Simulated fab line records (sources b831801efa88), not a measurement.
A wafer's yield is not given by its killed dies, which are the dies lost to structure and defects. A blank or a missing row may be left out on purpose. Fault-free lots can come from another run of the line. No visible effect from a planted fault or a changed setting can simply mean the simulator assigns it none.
Which of the tools did it? :: flow sky130 :: route of 708 steps, sampled at 1 step: 12 lots, 36 wafers

## WHAT EACH GAUGE READ, for each wafer
SKY_POLY_CUT_OVL_MEAS_09.
lot: L075
measured: day 24 19:36
on: overlay-02
POLY_CUT_OVL (nm): 4 12 6

lot: L077
measured: day 25 05:15
on: overlay-01
POLY_CUT_OVL (nm): 3 11 5

lot: L079
measured: day 26 02:39
on: overlay-02
POLY_CUT_OVL (nm): 1 3 -5

lot: L081
measured: day 27 00:47
on: overlay-01
POLY_CUT_OVL (nm): -1 -4 0

lot: L083
measured: day 27 10:17
on: overlay-02
POLY_CUT_OVL (nm): -4 0 2

lot: L086
measured: day 28 09:04
on: overlay-02
POLY_CUT_OVL (nm): 4 6 0

lot: L087
measured: day 28 22:51
on: overlay-01
POLY_CUT_OVL (nm): 2 4 8

lot: L089
measured: day 29 21:53
on: overlay-01
POLY_CUT_OVL (nm): 7 3 1

lot: L091
measured: day 30 15:52
on: overlay-01
POLY_CUT_OVL (nm): 9 9 10

lot: L093
measured: day 30 19:44
on: overlay-02
POLY_CUT_OVL (nm): 3 5 -2

lot: L097
measured: day 32 14:41
on: overlay-02
POLY_CUT_OVL (nm): 6 1 7

lot: L095
measured: day 32 19:18
on: overlay-02
POLY_CUT_OVL (nm): -2 -1 1

## EACH LOT AND THE TOOL THAT RAN IT (in order: tool; ch and the chambers of the sampled wafers; start)
The record holds no process step before these readings.

## THE ANSWER, worked out from the rows above alone
Rule: usual is defined by the lots themselves. The widest of any qualifying gaps counts: lots, ordered by their means at a reading, are off when they make up no more than a third of the lots, leave a main group of 4 or more, and stand apart from it by 3 or more times the standard deviation of that group's means. If all means in a main group match to the digits the tables above print for the reading, that group is not used. A lot without any number at a reading at which 4 lots or more have one is off too. The other lots that the step has rows for count as sound.
Across all readings shown, no lot is off: no conclusion can be drawn from this.

## WHAT THE SIMULATOR HAD INSERTED
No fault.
